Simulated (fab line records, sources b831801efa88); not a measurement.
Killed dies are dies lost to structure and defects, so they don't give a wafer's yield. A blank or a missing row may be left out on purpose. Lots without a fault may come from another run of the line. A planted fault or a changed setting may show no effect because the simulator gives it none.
fab line records | flow gf180mcu
record lots=5 wafers=15 last_day=34
route steps=602 shown MIM@518 M5@526 V5@540
lots that met no fault: from a run of the same line without faults
start_h: hours from the record's first day to the start of the lot's first wafer shown | wait_h: hours since the lot's step before | " the same as in the row above | L1.1+2: a row that stands for several wafers | - no value, or no start given | * or withheld: withheld | < > ~ a bound
route shown NAME@n: a module of which the file shows steps, and the number in the route of the first | usual: mean/standard deviation of fault-free wafers | same: alike in all rows | chamber/n: place in a boat | sites: the reading at each site | _std_site: their standard deviation | _edge_site: outer sites' mean less inner sites' | radius_mm: how far each site lies from the wafer's centre | mask NAME#n: copy n | behind: the tool/chamber that last shaped the wafer | hold: why the lot was held/for how many hours/how that ended | device: the transistor (n, p or np) that didn't switch | end of line: the same wafers' tests at the end of the route | a step without rows: its recipe alone | killed: dies lost to structure and defects at the first sort, not the wafer's yield | map: a wafer's dies, x killed, . not, _ none there
set.NAME: the setting as run; set.NAME@STEP: as run at that earlier step | model.NAME: the simulator's own value behind a step, which no gauge read
lots at some steps of the route; a table a step, a row a wafer
services: from which hour (start_h, from the record's first day; less than 0 if before it) a tool's chamber was out of use, for how many hours, and why
## steps
# step GF_MIM_SOFTBAKE_15
# recipe temp_c=90 time_s=60 resist=NOVOLAK
# same time_s=60
# columns lot.wafer tool chamber start_h wait_h
L075.2+3+6 litho_track-03 0 588.86 0.1
L076.3+4+6 litho_track-03 0 589.49 0.1
L091.2+3+5 litho_track-04 0 698.12 0.1
L093.2+5+6 litho_track-01 0 711.82 0.1
L095.1+4+6 litho_track-01 0 728.05 0.1
# step GF_MIM_EXPOSE_16
# recipe mask_id=FuseTop target_cd_nm=2000 na=0.6 source_shape=conventional sigma_outer=0.6 dose_mj=140
# usual stage_vel_mm_s=500.00/0.23
# same sigma_outer=0.6
# columns lot.wafer tool chamber start_h wait_h mask stage_vel_mm_s
L075.2 iline_stepper-01 0 - - FuseTop#0 500.12
L075.3 " 0 " " FuseTop#0 499.83
L075.6 " 0 " " FuseTop#0 499.60
L076.3 iline_stepper-01 0 - - FuseTop#0 499.86
L076.4 " 0 " " FuseTop#0 500.56
L076.6 " 0 " " FuseTop#0 499.92
L091.2 iline_stepper-02 0 - - FuseTop#0 500.02
L091.3 " 0 " " FuseTop#0 499.86
L091.5 " 0 " " FuseTop#0 500.09
L093.2 iline_stepper-01 0 - - FuseTop#0 500.35
L093.5 " 0 " " FuseTop#0 499.86
L093.6 " 0 " " FuseTop#0 499.99
L095.1 iline_stepper-01 0 - - FuseTop#0 499.95
L095.4 " 0 " " FuseTop#0 500.03
L095.6 " 0 " " FuseTop#0 499.86
# step GF_MIM_PEB_17
# recipe temp_c=withheld time_s=* resist=NOVOLAK
# same time_s=*
# columns lot.wafer tool chamber start_h wait_h
L075.2+3+6 litho_track-04 0 - -
L076.3+4+6 litho_track-04 0 - -
L091.2+3+5 litho_track-01 0 - -
L093.2+5+6 litho_track-01 0 - -
L095.1+4+6 litho_track-01 0 - -
# step GF_MIM_DEVELOP_18
# recipe develop_time_s=60 dev_temp_c=23
# columns lot.wafer tool chamber start_h wait_h
L075.2+3+6 litho_track-04 0 599.32 0.1
L076.3+4+6 litho_track-04 0 599.95 0.1
L091.2+3+5 litho_track-01 0 707.57 0.1
L093.2+5+6 litho_track-01 0 720.07 0.1
L095.1+4+6 litho_track-01 0 736.00 0.1
# step GF_MIM_METAL_ETCH_19
# recipe chemistry=Cl2/BCl3 mask_material=NOVOLAK stop_on=Si3N4 target_depth_nm=324.5 pressure_mtorr=8 icp_w=800 bias_w=140 Cl2_flow_sccm=80 bcl3_flow_sccm=40 time_s=54.1
# usual drypump_motor_current_A=6.0/0.42 oes_product_au=0.941/0.0069 throttle_valve_pct=28.284/0.011
# same time_s=54.1
# columns lot.wafer tool chamber start_h wait_h drypump_motor_current_A oes_product_au rf_hours_counter_h throttle_valve_pct
L075.2 rie_metal-03 0 599.45 0.1 6.4 0.939 7 28.276
L075.3 " 0 " " 6.4 0.956 - 28.266
L075.6 " 0 " " 6.4 0.944 - 28.262
L076.3 rie_metal-02 0 600.07 0.1 6.3 0.948 - 28.285
L076.4 " 1 " " 6.1 0.932 - 28.295
L076.6 " 1 " " 6.1 0.939 - 28.298
L091.2 rie_metal-02 0 707.70 0.1 6.3 0.948 11 28.269
L091.3 " 0 " " 6.4 0.949 - 28.295
L091.5 " 1 " " 6.1 0.939 - 28.277
L093.2 rie_metal-04 1 720.20 0.1 5.5 0.947 5 28.264
L093.5 " 0 " " 6.3 0.945 - 28.281
L093.6 " 1 " " 5.5 0.956 - 28.258
L095.1 rie_metal-03 1 736.15 0.1 5.5 0.944 5 28.298
L095.4 " 0 " " 6.5 0.944 - 28.270
L095.6 " 0 " " 6.4 0.933 - 28.287
# step GF_MIM_STRIP_20
# recipe chemistry=O2/N2 power_w=1400 pressure_mtorr=1500 platen_temp_c=250 o2_flow_sccm=3000 n2_flow_sccm=300 overash_fraction=0.5
# usual drypump_motor_current_A=5.6/0.52 heater_power_w=301/41 oes_product_au=0.693/0.0049 strip_time_to_endpoint_s=11.23/0.039
# columns lot.wafer tool chamber start_h wait_h drypump_motor_current_A heater_power_w oes_product_au rf_hours_counter_h strip_time_to_endpoint_s
L075.2 plasma_asher-04 0 599.52 0.0 6.0 279 0.695 18 11.23
L075.3 " 1 " " 4.9 296 0.691 - 11.26
L075.6 " 0 " " 6.0 259 0.695 - 11.21
L076.3 plasma_asher-04 1 600.15 0.1 4.9 290 0.697 - 11.25
L076.4 " 0 " " 6.0 267 0.697 - 11.27
L076.6 " 0 " " 6.0 266 0.694 - 11.26
L091.2 plasma_asher-04 1 707.77 0.0 4.9 296 0.684 28 11.14
L091.3 " 1 " " 4.9 294 0.692 - 11.17
L091.5 " 0 " " 6.0 264 0.694 - 11.16
L093.2 plasma_asher-04 1 720.27 0.0 4.9 293 0.699 30 11.22
L093.5 " 0 " " 6.0 271 0.697 - 11.21
L093.6 " 1 " " 4.8 289 0.694 - 11.22
L095.1 plasma_asher-01 0 736.22 0.0 5.8 259 0.694 100 11.21
L095.4 " 0 " " 5.8 246 0.682 - 11.17
L095.6 " 0 " " 5.8 261 0.692 - 11.20
# step GF_MIM_STRIP_21
# recipe chemistry=post_etch_residue_remover time_s=1200 temp_c=72.5
# same time_s=1200
# columns lot.wafer tool chamber start_h wait_h
L075.2+3+6 wet_bench-01 2 599.62 0.1
L076.3+4+6 wet_bench-02 0 600.22 0.0
L091.2+3+5 wet_bench-02 3 707.87 0.1
L093.2+5+6 wet_bench-01 1 720.37 0.1
L095.1+4+6 wet_bench-01 1 736.32 0.1
# step GF_MIM_CLEAN_22
# recipe chemistry=DIW dry=n2_spin
# columns lot.wafer tool chamber start_h wait_h
L075.2+3+6 wet_bench-03 0 599.96 0.0
L076.3+4+6 wet_bench-03 1 600.59 0.0
L091.2+3+5 wet_bench-01 3 708.24 0.0
L093.2+5+6 wet_bench-03 2 720.71 0.0
L095.1+4+6 wet_bench-02 0 736.66 0.0
# step GF_M5_DEHYDRATE_00
# recipe temp_c=200 time_s=60
# same time_s=60
# columns lot.wafer tool chamber start_h wait_h
L075.2+3+6 litho_track-02 0 609.14 9.1
L076.3+4+6 litho_track-01 0 610.00 9.3
L091.2+3+5 litho_track-03 0 716.66 8.3
L093.2+5+6 litho_track-01 0 729.87 9.1
L095.1+4+6 litho_track-02 0 744.76 8.0
# step GF_M5_HMDS_01
# recipe prime_time_s=60 prime_temp_c=120
# columns lot.wafer tool chamber start_h wait_h
L075.2+3+6 litho_track-02 0 609.29 0.1
L076.3+4+6 litho_track-01 0 610.15 0.1
L091.2+3+5 litho_track-03 0 716.81 0.1
L093.2+5+6 litho_track-01 0 730.02 0.1
L095.1+4+6 litho_track-02 0 744.91 0.1
# step GF_M5_COAT_02
# recipe resist=KrF spin_rpm=withheld resist_thk_nm=1000
# columns lot.wafer tool chamber start_h wait_h
L075.2+3+6 litho_track-02 0 609.44 0.1
L076.3+4+6 litho_track-01 0 610.30 0.1
L091.2+3+5 litho_track-03 0 716.96 0.1
L093.2+5+6 litho_track-01 0 730.17 0.1
L095.1+4+6 litho_track-02 0 745.06 0.1
# step GF_M5_SOFTBAKE_03
# recipe temp_c=130 time_s=60 resist=KrF
# same time_s=60
# columns lot.wafer tool chamber start_h wait_h
L075.2+3+6 litho_track-02 0 609.59 0.1
L076.3+4+6 litho_track-01 0 610.45 0.1
L091.2+3+5 litho_track-03 0 717.11 0.1
L093.2+5+6 litho_track-01 0 730.32 0.1
L095.1+4+6 litho_track-02 0 745.21 0.1
# step GF_M5_EXPOSE_04
# recipe mask_id=Metal5 target_cd_nm=280 na=0.68 source_shape=conventional sigma_outer=0.6 dose_mj=28
# usual stage_vel_mm_s=500.01/0.23
# same sigma_outer=0.6
# columns lot.wafer tool chamber start_h wait_h mask stage_vel_mm_s
L075.2 krf_scanner-02 0 - - Metal5#0 500.11
L075.3 " 0 " " Metal5#0 499.89
L075.6 " 0 " " Metal5#0 499.85
L076.3 krf_scanner-02 0 - - Metal5#0 500.24
L076.4 " 0 " " Metal5#0 500.03
L076.6 " 0 " " Metal5#0 500.05
L091.2 krf_scanner-01 0 - - Metal5#0 499.89
L091.3 " 0 " " Metal5#0 499.79
L091.5 " 0 " " Metal5#0 500.21
L093.2 krf_scanner-02 0 - - Metal5#0 499.76
L093.5 " 0 " " Metal5#0 499.84
L093.6 " 0 " " Metal5#0 499.69
L095.1 krf_scanner-02 0 - - Metal5#0 499.91
L095.4 " 0 " " Metal5#0 499.95
L095.6 " 0 " " Metal5#0 500.42
# step GF_M5_PEB_05
# recipe peb_temp_c=135 peb_time_s=90 resist=KrF
# columns lot.wafer tool chamber start_h wait_h
L075.2+3+6 litho_track-01 0 - -
L076.3+4+6 litho_track-02 0 - -
L091.2+3+5 litho_track-01 0 - -
L093.2+5+6 litho_track-01 0 - -
L095.1+4+6 litho_track-02 0 - -
# step GF_M5_DEVELOP_06
# recipe develop_time_s=60 dev_temp_c=21
# columns lot.wafer tool chamber start_h wait_h
L075.2+3+6 litho_track-01 0 619.67 0.2
L076.3+4+6 litho_track-02 0 620.31 0.1
L091.2+3+5 litho_track-01 0 726.17 0.2
L093.2+5+6 litho_track-01 0 738.57 0.2
L095.1+4+6 litho_track-02 0 752.91 0.2
# step GF_M5_CD_MEAS_07
# recipe target_cd_nm=280
# usual cd_nm=280.3/1.3
# columns lot.wafer tool chamber start_h wait_h cd_nm
L075.2 cd_sem-01 - 619.82 0.1 280.5
L075.3 " - " " 281.1
L075.6 " - " " 283.1
L076.3 cd_sem-01 - 620.45 0.1 279.9
L076.4 " - " " 279.8
L076.6 " - " " 280.7
L091.2 cd_sem-02 - 726.32 0.1 280.8
L091.3 " - " " 280.9
L091.5 " - " " 281.2
L093.2 cd_sem-01 - 738.72 0.1 282.4
L093.5 " - " " 283.4
L093.6 " - " " 283.0
L095.1 cd_sem-01 - 753.06 0.1 279.9
L095.4 " - " " 278.8
L095.6 " - " " 280.6
# step GF_M5_OVL_MEAS_08
# usual M5_OVL=2/5.3
# columns lot.wafer tool chamber start_h wait_h M5_OVL[nm]
L075.2 overlay-01 - 619.93 0.1 9
L075.3 " - " " 13
L075.6 " - " " 9
L076.3 overlay-01 - 620.54 0.1 11
L076.4 " - " " 7
L076.6 " - " " 8
L091.2 overlay-01 - 726.42 0.1 5
L091.3 " - " " 5
L091.5 " - " " 4
L093.2 overlay-02 - 738.82 0.1 6
L093.5 " - " " 3
L093.6 " - " " 3
L095.1 overlay-01 - 753.20 0.1 7
L095.4 " - " " 6
L095.6 " - " " 1
# step GF_M5_ETCH_09
# recipe chemistry=CF4/O2 target=Si3N4 target_depth_nm=52 source_w=800 bias_w=150 pressure_mtorr=150 cf4_flow_sccm=80 O2_flow_sccm=10 time_s=11.6
# usual drypump_motor_current_A=5.9/0.49 oes_product_au=1.004/0.01 throttle_valve_pct=5.971/0.0093
# same time_s=11.6
# columns lot.wafer tool chamber start_h wait_h drypump_motor_current_A oes_product_au rf_hours_counter_h throttle_valve_pct
L075.2 rie_diel-04 1 619.96 0.0 5.3 1.010 2 5.973
L075.3 " 3 " " 6.4 0.990 27 5.963
L075.6 " 1 " " 5.3 1.013 - 5.981
L076.3 rie_diel-01 3 620.57 0.0 5.7 0.994 13 5.981
L076.4 " 0 " " 6.1 1.012 64 5.982
L076.6 " 2 " " 5.5 1.007 - 5.992
L091.2 rie_diel-04 0 726.45 0.0 4.9 0.999 14 5.966
L091.3 " 3 " " 6.4 0.989 31 5.963
L091.5 " 3 " " 6.4 0.991 - 5.977
L093.2 rie_diel-02 0 738.85 0.0 6.3 1.002 17 5.965
L093.5 " 3 " " 5.5 1.021 - 5.971
L093.6 " 0 " " 6.4 1.009 - 5.974
L095.1 rie_diel-02 1 753.24 0.0 6.3 1.005 29 5.968
L095.4 " 0 " " 6.3 0.999 18 5.983
L095.6 " 0 " " 6.4 0.995 - 5.954
# step GF_M5_METAL_ETCH_10
# recipe chemistry=Cl2/BCl3 mask_material=KrF target_depth_nm=627.5 stop_on=SiO2 pressure_mtorr=8 icp_w=822.7 bias_w=140 Cl2_flow_sccm=80 bcl3_flow_sccm=40 time_s=104.6
# usual drypump_motor_current_A=6.0/0.3 oes_product_au=0.971/0.0073 throttle_valve_pct=28.250/0.011
# same time_s=104.6
# columns lot.wafer tool chamber start_h wait_h drypump_motor_current_A oes_product_au rf_hours_counter_h throttle_valve_pct
L075.2 rie_metal-03 1 619.98 0.0 5.5 0.987 2 28.240
L075.3 " 0 " " 6.4 0.986 - 28.246
L075.6 " 0 " " 6.4 0.981 - 28.249
L076.3 rie_metal-02 1 620.63 0.0 6.1 0.973 - 28.261
L076.4 " 0 " " 6.3 0.977 - 28.237
L076.6 " 1 " " 6.1 0.981 - 28.243
L091.2 rie_metal-01 1 726.48 0.0 6.0 0.972 4 28.249
L091.3 " 1 " " 6.0 0.971 - 28.259
L091.5 " 0 " " 5.7 0.977 - 28.246
L093.2 rie_metal-02 0 738.88 0.0 6.3 0.971 13 28.256
L093.5 " 1 " " 6.1 0.967 - 28.256
L093.6 " 0 " " 6.3 0.968 - 28.261
L095.1 rie_metal-01 0 753.26 0.0 5.7 0.960 10 28.262
L095.4 " 0 " " 5.7 0.969 - 28.252
L095.6 " 1 " " 6.0 0.957 - 28.251
# step GF_M5_STRIP_11
# recipe chemistry=O2/N2 power_w=1400 pressure_mtorr=1500 platen_temp_c=250 o2_flow_sccm=3000 n2_flow_sccm=300 overash_fraction=0.5
# usual drypump_motor_current_A=5.9/0.31 heater_power_w=327/45 oes_product_au=0.540/0.0047 strip_time_to_endpoint_s=7.46/0.039
# columns lot.wafer tool chamber start_h wait_h drypump_motor_current_A heater_power_w oes_product_au rf_hours_counter_h strip_time_to_endpoint_s
L075.2 plasma_asher-03 0 620.09 0.1 5.7 368 0.537 100 7.51
L075.3 " 0 " " 5.7 362 0.537 - 7.37
L075.6 " 0 " " 5.7 363 0.530 - 7.41
L076.3 plasma_asher-01 1 620.74 0.1 5.8 345 0.535 - 7.46
L076.4 " 0 " " 5.8 254 0.545 - 7.47
L076.6 " 1 " " 5.7 361 0.533 - 7.49
L091.2 plasma_asher-03 0 726.59 0.1 5.7 369 0.537 111 7.46
L091.3 " 1 " " 6.3 351 0.541 - 7.45
L091.5 " 0 " " 5.7 373 0.545 - 7.43
L093.2 plasma_asher-02 0 738.99 0.1 6.4 290 0.545 61 7.41
L093.5 " 1 " " 5.6 322 0.539 - 7.42
L093.6 " 0 " " 6.4 285 0.538 - 7.40
L095.1 plasma_asher-01 1 753.37 0.1 5.7 354 0.545 102 7.49
L095.4 " 1 " " 5.6 360 0.540 - 7.47
L095.6 " 1 " " 5.7 357 0.538 - 7.43
# step GF_M5_STRIP_12
# recipe chemistry=post_etch_residue_remover time_s=1200 temp_c=72.5
# same time_s=1200
# columns lot.wafer tool chamber start_h wait_h
L075.2+3+6 wet_bench-04 1 620.19 0.1
L076.3+4+6 wet_bench-03 0 620.80 0.0
L091.2+3+5 wet_bench-01 1 726.69 0.1
L093.2+5+6 wet_bench-01 1 739.09 0.1
L095.1+4+6 wet_bench-01 1 753.52 0.1
# step GF_M5_CLEAN_13
# recipe chemistry=DIW dry=n2_spin
# columns lot.wafer tool chamber start_h wait_h
L075.2+3+6 wet_bench-01 2 620.94 0.0
L076.3+4+6 wet_bench-01 3 621.14 0.0
L091.2+3+5 wet_bench-04 1 727.03 0.0
L093.2+5+6 wet_bench-04 3 739.43 0.0
L095.1+4+6 wet_bench-04 0 753.90 0.0
# step GF_V5_CVD_00
# recipe material=SiO2 target_thk_nm=300 sigma_open_frac=0.3 temp_c=400 time_s=50 sih4_flow_sccm=60 pressure_mtorr=6
# same time_s=50
# columns lot.wafer tool chamber start_h wait_h
L075.2+3+6 hdpcvd-02 0,1,0 621.03 0.0
L076.3+4+6 hdpcvd-01 2,1,0 621.24 0.0
L091.2+3+5 hdpcvd-02 1,2,0 727.13 0.0
L093.2+5+6 hdpcvd-01 1,2,0 739.52 0.0
L095.1+4+6 hdpcvd-01 2,2,1 753.99 0.0
# step GF_V5_THK_MEAS_01
# recipe reads=SiO2_of_V5_CVD_00
# usual V5_CVD_00_THK=300/3.6
# columns lot.wafer tool chamber start_h wait_h V5_CVD_00_THK[nm]
L075.2 film_metro-01 - 621.08 0.0 300
L075.3 " - " " 293
L075.6 " - " " 300
L076.3 film_metro-02 - 621.30 0.0 302
L076.4 " - " " 297
L076.6 " - " " 297
L091.2 film_metro-03 - 727.19 0.0 299
L091.3 " - " " 298
L091.5 " - " " 304
L093.2 film_metro-02 - 739.58 0.0 293
L093.5 " - " " 300
L093.6 " - " " 292
L095.1 film_metro-01 - 754.05 0.0 302
L095.4 " - " " 298
L095.6 " - " " 294
# step GF_V5_CVD_02
# recipe material=SiO2 target_thk_nm=1450 precursor=TEOS temp_c=400 time_s=163.28 rf_w=600
# usual heater_power_w=704/100
# same time_s=163.28
# columns lot.wafer tool chamber start_h wait_h heater_power_w
L075.2 pecvd-01 0 621.13 0.0 821
L075.3 " 1 " " 831
L075.6 " 1 " " 694
L076.3 pecvd-02 1 621.34 0.0 563
L076.4 " 1 " " 478
L076.6 " 2 " " 538
L091.2 pecvd-03 2 727.24 0.0 695
L091.3 " 0 " " 556
L091.5 " 2 " " 609
L093.2 pecvd-03 0 739.63 0.0 672
L093.5 " 0 " " 518
L093.6 " 1 " " 647
L095.1 pecvd-03 0 754.11 0.1 652
L095.4 " 1 " " 766
L095.6 " 0 " " 543
# step GF_V5_THK_MEAS_03
# recipe reads=SiO2_of_V5_CVD_02
# usual V5_CVD_02_THK=1446/18
# columns lot.wafer tool chamber start_h wait_h V5_CVD_02_THK[nm]
L075.2 film_metro-03 - 621.25 0.1 1434
L075.3 " - " " 1437
L075.6 " - " " 1450
L076.3 film_metro-01 - 621.47 0.1 1416
L076.4 " - " " 1449
L076.6 " - " " 1442
L091.2 film_metro-03 - 727.35 0.1 1432
L091.3 " - " " 1459
L091.5 " - " " 1451
L093.2 film_metro-01 - 739.74 0.1 1457
L093.5 " - " " 1458
L093.6 " - " " 1462
L095.1 film_metro-01 - 754.22 0.1 1443
L095.4 " - " " 1459
L095.6 " - " " 1461
# step GF_V5_CMP_04
# recipe material=SiO2 down_force_psi=4 platen_rpm=60 pad_velocity_m_s=0.94248
# usual motor_current_A=11.6/1.2 platen_rpm=60.00/0.038
# columns lot.wafer tool chamber start_h wait_h motor_current_A platen_rpm
L075.2 cmp-02 3 621.35 0.1 12.4 59.99
L075.3 " 0 " " 13.1 60.04
L075.6 " 3 " " 12.0 59.98
L076.4 cmp-01 3 621.61 0.1 10.9 60.00
L076.3 " 0 " " 10.8 59.97
L076.6 " 1 " " 9.8 59.98
L091.3 cmp-01 2 727.45 0.1 13.0 59.93
L091.2 " 0 " " 11.0 59.97
L091.5 " 2 " " 13.4 60.07
L093.2 cmp-01 2 739.79 0.0 13.7 60.02
L093.6 " 2 " " 12.8 59.95
L093.5 " 3 " " 10.5 59.97
L095.1 cmp-02 3 754.70 0.5 12.9 60.01
L095.4 " 1 " " 11.1 59.98
L095.6 " 2 " " 10.2 59.98
# step GF_V5_BOW_MEAS_05
# recipe mode=bow
# usual V5_BOW=136/8.1
# columns lot.wafer tool chamber start_h wait_h V5_BOW[um]
L075.2 film_metro-02 - 621.62 0.2 130
L075.3 " - " " 142
L075.6 " - " " 135
L076.3 film_metro-02 - 621.85 0.1 137
L076.4 " - " " 139
L076.6 " - " " 140
L091.2 film_metro-02 - 727.72 0.1 131
L091.3 " - " " 133
L091.5 " - " " 132
L093.2 film_metro-02 - 740.11 0.3 147
L093.5 " - " " 131
L093.6 " - " " 134
L095.1 film_metro-01 - 754.95 0.2 152
L095.4 " - " " 151
L095.6 " - " " 137
# step GF_V5_DEHYDRATE_06
# recipe temp_c=200 time_s=60
# same time_s=60
# columns lot.wafer tool chamber start_h wait_h
L075.2+3+6 litho_track-01 0 630.67 9.0
L076.3+4+6 litho_track-04 0 630.90 9.0
L091.2+3+5 litho_track-04 0 735.82 8.1
L093.2+5+6 litho_track-04 0 747.82 7.7
L095.1+4+6 litho_track-02 0 762.71 7.7
# step GF_V5_HMDS_07
# recipe prime_time_s=60 prime_temp_c=120
# columns lot.wafer tool chamber start_h wait_h
L075.2+3+6 litho_track-01 0 630.82 0.1
L076.3+4+6 litho_track-04 0 631.05 0.1
L091.2+3+5 litho_track-04 0 735.97 0.1
L093.2+5+6 litho_track-04 0 747.97 0.1
L095.1+4+6 litho_track-02 0 762.86 0.1
# step GF_V5_COAT_08
# recipe resist=BARC temp_c=withheld time_s=withheld spin_rpm=withheld resist_thk_nm=withheld
# columns lot.wafer tool chamber start_h wait_h
L075.2+3+6 litho_track-01 0 630.97 0.1
L076.3+4+6 litho_track-04 0 631.20 0.1
L091.2+3+5 litho_track-04 0 736.12 0.1
L093.2+5+6 litho_track-04 0 748.12 0.1
L095.1+4+6 litho_track-02 0 763.01 0.1
# step GF_V5_COAT_09
# recipe resist=KrF spin_rpm=withheld resist_thk_nm=1000
# columns lot.wafer tool chamber start_h wait_h
L075.2+3+6 litho_track-01 0 - -
L076.3+4+6 litho_track-04 0 - -
L091.2+3+5 litho_track-04 0 - -
L093.2+5+6 litho_track-04 0 - -
L095.1+4+6 litho_track-02 0 - -
# step GF_V5_SOFTBAKE_10
# recipe temp_c=130 time_s=60 resist=KrF
# same time_s=60
# columns lot.wafer tool chamber start_h wait_h
L075.2+3+6 litho_track-01 0 - -
L076.3+4+6 litho_track-04 0 - -
L091.2+3+5 litho_track-04 0 - -
L093.2+5+6 litho_track-04 0 - -
L095.1+4+6 litho_track-02 0 - -
# step GF_V5_EXPOSE_11
# recipe mask_id=Via5 target_cd_nm=260 na=0.68 source_shape=conventional sigma_outer=0.6 dose_mj=38
# usual stage_vel_mm_s=500.02/0.23
# same sigma_outer=0.6
# columns lot.wafer tool chamber start_h wait_h mask stage_vel_mm_s
L075.2 krf_scanner-01 0 - - Via5#0 499.83
L075.3 " 0 " " Via5#0 500.12
L075.6 " 0 " " Via5#0 500.27
L076.3 krf_scanner-02 0 - - Via5#0 499.93
L076.4 " 0 " " Via5#0 499.75
L076.6 " 0 " " Via5#0 499.98
L091.2 krf_scanner-02 0 - - Via5#0 500.29
L091.3 " 0 " " Via5#0 500.24
L091.5 " 0 " " Via5#0 499.78
L093.2 krf_scanner-02 0 - - Via5#0 499.48
L093.5 " 0 " " Via5#0 500.23
L093.6 " 0 " " Via5#0 499.80
L095.1 krf_scanner-02 0 - - Via5#0 500.26
L095.4 " 0 " " Via5#0 500.09
L095.6 " 0 " " Via5#0 500.16
# step GF_V5_PEB_12
# recipe peb_temp_c=135 peb_time_s=90 resist=KrF
# columns lot.wafer tool chamber start_h wait_h
L075.2+3+6 litho_track-04 0 - -
L076.3+4+6 litho_track-04 0 - -
L091.2+3+5 litho_track-01 0 - -
L093.2+5+6 litho_track-02 0 - -
L095.1+4+6 litho_track-01 0 - -
# step GF_V5_DEVELOP_13
# recipe develop_time_s=60 resist=KrF dev_temp_c=21
# columns lot.wafer tool chamber start_h wait_h
L075.2+3+6 litho_track-04 0 641.22 0.2
L076.3+4+6 litho_track-04 0 641.60 0.1
L091.2+3+5 litho_track-01 0 745.37 0.2
L093.2+5+6 litho_track-02 0 756.09 0.2
L095.1+4+6 litho_track-01 0 771.00 0.2
# step GF_V5_CD_MEAS_14
# recipe target_cd_nm=260
# usual cd_nm=260.2/1.3
# columns lot.wafer tool chamber start_h wait_h cd_nm
L075.2 cd_sem-02 - 641.37 0.1 260.2
L075.3 " - " " 261.3
L075.6 " - " " 259.0
L076.3 cd_sem-02 - 641.74 0.1 261.4
L076.4 " - " " 261.4
L076.6 " - " " 260.0
L091.2 cd_sem-02 - 745.52 0.1 261.2
L091.3 " - " " 261.1
L091.5 " - " " 261.4
L093.2 cd_sem-01 - 756.23 0.1 259.8
L093.5 " - " " 259.8
L093.6 " - " " 259.3
L095.1 cd_sem-01 - 771.15 0.1 258.5
L095.4 " - " " 259.2
L095.6 " - " " 259.3
# step GF_V5_OVL_MEAS_15
# usual V5_OVL=-4/4.5
# columns lot.wafer tool chamber start_h wait_h V5_OVL[nm]
L075.2 overlay-02 - 641.47 0.1 -1
L075.3 " - " " -7
L075.6 " - " " -3
L076.3 overlay-02 - 641.83 0.1 -3
L076.4 " - " " -10
L076.6 " - " " -6
L091.2 overlay-02 - 745.62 0.1 -2
L091.3 " - " " -1
L091.5 " - " " -3
L093.2 overlay-01 - 756.34 0.1 3
L093.5 " - " " 0
L093.6 " - " " 0
L095.1 overlay-01 - 771.27 0.1 -8
L095.4 " - " " -6
L095.6 " - " " -8
# step GF_V5_ETCH_16
# recipe chemistry=N2/H2 target_depth_a=withheld overetch_a=withheld time_s=withheld target=BARC ion_energy_ev=200 source_w=500 bias_w=100 pressure_mtorr=30 n2_flow_sccm=100 h2_flow_sccm=200
# usual drypump_motor_current_A=5.7/0.67 oes_product_au=0.855/0.005 throttle_valve_pct=13.224/0.0098
# columns lot.wafer tool chamber start_h wait_h drypump_motor_current_A oes_product_au throttle_valve_pct
L075.2 rie_diel-02 3 641.50 0.0 5.5 0.846 13.235
L075.3 " 1 " " 6.3 0.848 13.220
L075.6 " 2 " " 6.3 0.860 13.227
L076.3 rie_diel-04 3 641.85 0.0 6.4 0.853 13.240
L076.4 " 0 " " 4.9 0.847 13.220
L076.6 " 0 " " 4.9 0.860 13.231
L091.2 rie_diel-03 0 745.65 0.0 4.7 0.856 13.228
L091.3 " 2 " " 5.3 0.859 13.222
L091.5 " 0 " " 4.7 0.862 13.210
L093.2 rie_diel-03 0 756.37 0.0 4.7 0.851 13.220
L093.5 " 2 " " 5.3 0.843 13.224
L093.6 " 1 " " 5.4 0.855 13.224
L095.1 rie_diel-04 3 771.30 0.0 6.3 0.855 13.229
L095.4 " 0 " " 4.9 0.856 13.212
L095.6 " 0 " " 4.9 0.850 13.211
# step GF_V5_ETCH_17
# recipe chemistry=C4F8/O2/Ar mask_material=KrF target=SiO2 stop_on=TiN source_w=1500 bias_w=1200 pressure_mtorr=40 c4f8_flow_sccm=withheld O2_flow_sccm=6 Ar_flow_sccm=300 time_s=withheld target_depth_a=8550
# usual oes_product_au=0.867/0.0049
# columns lot.wafer tool chamber start_h wait_h oes_product_au
L075.2 rie_diel-02 3 - - 0.868
L075.3 " 1 " " 0.862
L075.6 " 2 " " 0.863
L076.3 rie_diel-04 3 - - 0.867
L076.4 " 0 " " 0.862
L076.6 " 0 " " 0.864
L091.2 rie_diel-03 0 - - 0.868
L091.3 " 2 " " 0.874
L091.5 " 0 " " 0.870
L093.2 rie_diel-03 0 - - 0.864
L093.5 " 2 " " 0.868
L093.6 " 1 " " 0.874
L095.1 rie_diel-04 3 - - 0.863
L095.4 " 0 " " 0.868
L095.6 " 0 " " 0.869
# step GF_V5_STRIP_18
# recipe chemistry=O2/N2 power_w=1400 pressure_mtorr=1500 platen_temp_c=250 o2_flow_sccm=3000 n2_flow_sccm=300 overash_fraction=0.5
# usual drypump_motor_current_A=5.9/0.5 heater_power_w=319/35 oes_product_au=0.568/0.005
# columns lot.wafer tool chamber start_h wait_h drypump_motor_current_A heater_power_w oes_product_au rf_hours_counter_h
L075.2 plasma_asher-04 0 641.66 - 6.0 271 0.564 21
L075.3 " 1 " " 4.8 299 0.559 -
L075.6 " 0 " " 6.0 274 0.560 -
L076.3 plasma_asher-03 0 642.04 - 5.6 357 0.574 -
L076.4 " 1 " " 6.3 354 0.561 -
L076.6 " 0 " " 5.6 363 0.571 -
L091.2 plasma_asher-03 0 745.81 - 5.7 361 0.575 0
L091.3 " 0 " " 5.7 353 0.574 -
L091.5 " 0 " " 5.7 359 0.565 -
L093.2 plasma_asher-02 0 756.52 - 6.4 286 0.563 63
L093.5 " 0 " " 6.5 290 0.566 -
L093.6 " 1 " " 5.6 324 0.565 -
L095.1 plasma_asher-02 0 771.46 - 6.4 291 0.566 64
L095.4 " 1 " " 5.7 320 0.575 -
L095.6 " 1 " " 5.6 324 0.573 -
## services
# columns tool chamber start_h hours kind
rie_metal-03 - 568.60 2.8 pm
rie_diel-03 - 570.87 4.0 pm
cmp-01 - 572.13 4.0 pm
rie_diel-02 0 573.08 6.1 repair
hdpcvd-01 - 575.21 1.0 repair
wet_bench-03 - 576.65 3.9 repair
plasma_asher-03 - 586.01 2.2 repair
rie_metal-02 1 591.47 3.8 repair
iline_stepper-01 - 591.75 1.7 pm
rie_diel-03 - 592.00 2.8 pm
rie_metal-02 - 608.14 0.5 repair
plasma_asher-02 - 627.87 9.3 repair
krf_scanner-02 - 632.65 0.8 pm
krf_scanner-02 - 639.25 1.3 pm
plasma_asher-02 - 639.68 5.9 repair
krf_scanner-02 - 640.62 1.0 pm
rie_metal-03 - 648.67 14.6 pm
rie_diel-02 1 667.33 1.3 repair
rie_diel-04 0 703.60 2.2 repair
plasma_asher-03 - 733.75 9.0 pm
rie_diel-04 0 737.22 21.3 repair
krf_scanner-02 - 753.65 0.7 repair
iline_stepper-01 - 757.10 4.4 pm
wet_bench-04 - 761.94 0.8 repair
## key
fault none
